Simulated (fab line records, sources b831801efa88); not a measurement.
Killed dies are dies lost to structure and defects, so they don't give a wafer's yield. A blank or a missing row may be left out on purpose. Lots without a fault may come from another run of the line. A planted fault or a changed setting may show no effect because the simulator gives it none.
Chamber matching | flow gf180mcu | GF_V3_CMP_04 on cmp-02: 4 sister chambers
The step polishes SiO2. 8 wafers are shown with their chamber, then 12 later ones without.

WAFERS WITH THEIR CHAMBER
wafer  | chamber | motor_current_A (A) | slurry_filter_dp_kPa (kPa)
L080.3 | 3       | 13.5                | 13.49
L080.5 | 3       | 13.8                | 13.45
L085.6 | 0       | 14.0                | 13.44
L084.2 | 0       | 13.8                | 13.35
L084.6 | 2       | 12.7                | 13.69
L088.2 | 1       | 11.4                | 13.38
L088.5 | 1       | 11.7                | 13.54
L088.6 | 2       | 12.5                | 13.49

WAFERS WITHOUT THEIR CHAMBER
wafer  | motor_current_A (A) | slurry_filter_dp_kPa (kPa)
L090.2 | 13.6                | 13.38
L090.3 | 10.8                | 13.34
L090.5 | 11.3                | 13.27
L091.1 | 11.0                | 13.28
L091.2 | 13.1                | 13.34
L091.4 | 12.7                | 13.30
L094.2 | 12.2                | 13.55
L094.3 | 13.8                | 13.11
L094.4 | 11.7                | 13.49
L097.3 | 13.9                | 13.58
L097.4 | 10.8                | 13.50
L097.5 | 12.0                | 13.50

WHICH CHAMBER EACH WENT THROUGH
wafer  | from the rows above          | in truth
L090.2 | can't be placed: 3 or 0      | 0
L090.3 | 1                            | 1
L090.5 | 1                            | 1
L091.1 | 1                            | 1
L091.2 | can't be placed: 3 or 2 or 0 | 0
L091.4 | 2                            | 2
L094.2 | can't be placed: 2 or 1      | 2
L094.3 | can't be placed: 0 or 3      | 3
L094.4 | 1                            | 1
L097.3 | can't be placed: 3 or 0      | 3
L097.4 | 1                            | 1
L097.5 | can't be placed: 1 or 2      | 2
Placed correctly: 6 of 12. Can't be placed from these rows: 6 (the true chamber is among the candidates in 6). Placed wrongly: 0.
How it was worked out, from the rows above alone: a wafer's distance from a chamber is the root of the sum, over the readings, of the square of ((its reading less the chamber's mean) divided by the reading's scatter). The wafer belongs to the nearest chamber; if the next one is less than 2 further off, it can't be placed. A chamber's mean is the mean of its shown wafers. The scatter: the root of (the sum of the squares of (reading less its chamber's mean) over the shown wafers, divided by (wafers less chambers)).
